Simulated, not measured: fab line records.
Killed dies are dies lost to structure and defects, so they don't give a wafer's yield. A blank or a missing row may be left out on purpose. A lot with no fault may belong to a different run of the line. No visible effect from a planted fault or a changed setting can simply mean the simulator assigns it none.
Which tool was responsible?	flow gf180mcu	32 wafers from 11 lots sampled at 5 of the route's 602 steps

## WHAT THE GAUGES SHOWED, per wafer
GF_V5_BOW_MEAS_05. Usual: V5_BOW typically reads 136 um, with standard deviation 8.
lot	measured	on	V5_BOW (um)	flag
L388	day 26 07:39	film metro-01	127 123 129	
L389	day 26 17:12	film metro-03	156 140 141	
L390	day 27 01:23	film metro-03	140 147 134	
L397	day 30 02:26	film metro-03	119 117	
L403	day 31 03:10	film metro-04	138 134 128	
L404	day 31 12:26	film metro-01	129 141 138	
L406	day 31 19:10	film metro-01	135 132 127	
L407	day 32 02:15	film metro-01	133 127 130	
L408	day 32 08:16	film metro-01	127 128 141	
L409	day 32 13:58	film metro-04	145 138 132	
L410	day 32 22:41	film metro-03	145 140 145	

GF_V5_THK_MEAS_25: measures by xrf. Usual: V5_W_THK typically reads 344 nm, with standard deviation 3.6.
lot	measured	on	V5_W_THK (nm)	flag
L388	day 27 05:05	film metro-04	338 336 337	
L389	day 27 13:32	film metro-01	343 346 346	
L390	day 27 21:47	film metro-01	345 342 349	
L397	day 30 21:38	film metro-04	343 348	
L403	day 31 21:41	film metro-01	353 340 347	
L404	day 32 07:19	film metro-03	345 348 344	
L406	day 32 14:02	film metro-01	341 334 337	
L407	day 32 20:26	film metro-01	347 344 341	
L408	day 33 02:31	film metro-01	344 353 345	
L409	day 33 07:40	film metro-03	346 350 347	
L410	day 33 16:20	film metro-03	339 341 343	

GF_TOP_METAL_RS_MEAS_05: the measuring method here is four-point-probe. Usual: TOP_METAL_ALCU_RS typically reads 0.0326 ohm/sq, with standard deviation 0.00037.
lot	measured	on	TOP_METAL_ALCU_RS (ohm/sq)	flag
L388	day 27 05:41	film metro-01	0.0322 0.0325 0.0325	
L389	day 27 14:16	film metro-03	0.0324 0.0321 0.0325	
L390	day 27 22:23	film metro-02	0.0319 0.0326 0.0328	
L397	day 30 22:14	film metro-02	0.0218 0.0327	OFF
L403	day 31 22:16	film metro-01	0.0327 0.0322 0.0328	
L404	day 32 07:55	film metro-03	0.0318 0.0317 0.0324	
L406	day 32 14:39	film metro-03	0.0331 0.0333 0.0330	
L407	day 32 21:02	film metro-01	0.0327 0.0329 0.0329	
L408	day 33 03:08	film metro-03	0.0330 0.0324 0.0320	
L409	day 33 08:16	film metro-01	0.0323 0.0328 0.0323	
L410	day 33 16:56	film metro-02	0.0322 0.0321 0.0328	

GF_TOP_METAL_THK_MEAS_06: measures by xrf. Usual: TOP_METAL_ALCU_THK typically reads 929 nm, with standard deviation 12.
lot	measured	on	TOP_METAL_ALCU_THK (nm)	flag
L388	day 27 05:47	film metro-01	941 933 933	
L389	day 27 14:23	film metro-03	943 945 940	
L390	day 27 22:29	film metro-02	943 928 914	
L397	day 30 22:20	film metro-02	1382 924	OFF
L403	day 31 22:23	film metro-01	920 935 919	
L404	day 32 08:01	film metro-03	957 961 938	
L406	day 32 14:44	film metro-03	920 918 924	
L407	day 32 21:08	film metro-01	930 923 922	
L408	day 33 03:15	film metro-03	915 942 955	
L409	day 33 08:22	film metro-01	926 916 928	
L410	day 33 17:02	film metro-02	944 939 924	

## EACH LOT AND THE TOOL THAT RAN IT (in order: tool; ch and the chambers of the sampled wafers; start)
lot	GF_TOP_METAL_SPUTTER_02
L388	pvd sputter-02, day 27 05:34
L389	pvd sputter-02, day 27 14:10
L390	pvd sputter-03, day 27 22:15
L397	pvd sputter-02, day 30 22:07
L403	pvd sputter-03, day 31 22:10
L404	pvd sputter-03, day 32 07:48
L406	pvd sputter-03, day 32 14:31
L407	pvd sputter-03, day 32 20:55
L408	pvd sputter-03, day 33 03:02
L409	pvd sputter-03, day 33 08:09
L410	pvd sputter-04, day 33 16:49
- GF_TOP_METAL_SPUTTER_02: material AlCu, target thk 900 nm, time 47.82 s.

## WHAT THE TOOLS THEMSELVES READ (means of the sampled wafers that have a number; where no wafer has one, the mark that the record gives instead)
GF_TOP_METAL_SPUTTER_02. Usual: throttle valve pct at 29.8 %, with a standard deviation of 0.7.
lot	tool	throttle valve pct (%)	flag
L388	pvd sputter-02	29.7	
L389	pvd sputter-02	29.3	
L390	pvd sputter-03	29.7	
L397	pvd sputter-02	29.8	
L403	pvd sputter-03	30.7	
L404	pvd sputter-03	30.3	
L406	pvd sputter-03	30.0	
L407	pvd sputter-03	29.9	
L408	pvd sputter-03	29.7	
L409	pvd sputter-03	30.3	
L410	pvd sputter-04	29.4	

## THE ANSWER, worked out from the rows above alone
Rule: take the mean of a lot's wafers that have a number; if it is more than 3 standard deviations from the usual mean, the lot is off. Also off: a lot with no number at a reading for which 4 or more lots have one. Any other lot the step has rows for is counted as sound. First the gauges in route order, then the tools' own readings, where a lot's mean is used as printed above. At the first step where some lot is off, the reading lying furthest off is the one used; lots without a number count as furthest.
Off: L397, at GF_TOP_METAL_RS_MEAS_05 (TOP_METAL_ALCU_RS).
If a tool, at a process step before that reading, ran all the lots that are off and no sound lot after the first of them, it fits. Those tools and the gauges at GF_TOP_METAL_RS_MEAS_05 are tried in the same way. One fits: pvd sputter-02 at GF_TOP_METAL_SPUTTER_02. A fault onset in the window from L389 (day 27 14:10, its last sound lot) to L397 (day 30 22:07, its first lot off) fits.

## WHAT THE SIMULATOR HAD PUT IN
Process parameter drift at GF_TOP_METAL_SPUTTER_02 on pvd sputter-02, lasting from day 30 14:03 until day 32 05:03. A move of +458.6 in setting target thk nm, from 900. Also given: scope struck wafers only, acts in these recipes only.
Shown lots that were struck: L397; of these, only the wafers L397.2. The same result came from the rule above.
